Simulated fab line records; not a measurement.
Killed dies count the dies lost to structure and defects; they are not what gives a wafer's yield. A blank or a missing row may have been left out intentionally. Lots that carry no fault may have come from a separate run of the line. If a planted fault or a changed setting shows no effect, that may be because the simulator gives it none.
A single fault, viewed from 2 desks    flow sky130    each desk holds nothing but its own numbers, with what lay behind them at the end

== DESK OF THE TOOL OWNER: pvd_sputter-02 ==
At SKY_METAL4_SPUTTER_04 (material TiN, target thk 70 nm, time 58.3 s) the tool's own readings: per lot run on this tool, the mean of the sampled wafers that have a number. A lot is out of limits, marked OUT, if its mean lies more than 4 standard deviations from the usual mean; the brackets give that distance.
Columns: A = throttle_valve_pct at SKY_METAL4_SPUTTER_04, usual 30.4 %
lot   first seen here  A
L251  day 39 22:47     30.7
L255  day 41 01:23     30.1
L272  day 45 17:17     30.7
This desk's verdict: no lot among the 3 shows anything out of limits.

== FROM THE METROLOGY DESK ==
Lot by lot, what the gauges showed, no matter which tool ran the lot: averages of those sampled wafers that carry a number. A lot is out of limits, marked OUT, if its mean lies more than 4 standard deviations from the usual mean; the brackets give that distance.
Columns: A = VIA3_W_RS at SKY_VIA3_RS_MEAS_22, usual 0.2964 ohm/sq; B = VIA3_W_THK at SKY_VIA3_THK_MEAS_23, usual 394 nm
lot   first seen here  A       B
L250  day 39 12:58     0.2947  393
L251  day 39 22:14     0.2948  399
L255  day 41 00:50     0.2967  395
L267  day 44 15:28     0.2961  394
L272  day 45 16:42     0.2978  396
This desk's verdict: no lot among the 5 shows anything out of limits.

== BROUGHT TOGETHER ==
The desk of the tool owner found nothing out of limits.
From the metrology desk's view, nothing was out of limits.

== WHAT WAS PUT IN BY THE SIMULATOR ==
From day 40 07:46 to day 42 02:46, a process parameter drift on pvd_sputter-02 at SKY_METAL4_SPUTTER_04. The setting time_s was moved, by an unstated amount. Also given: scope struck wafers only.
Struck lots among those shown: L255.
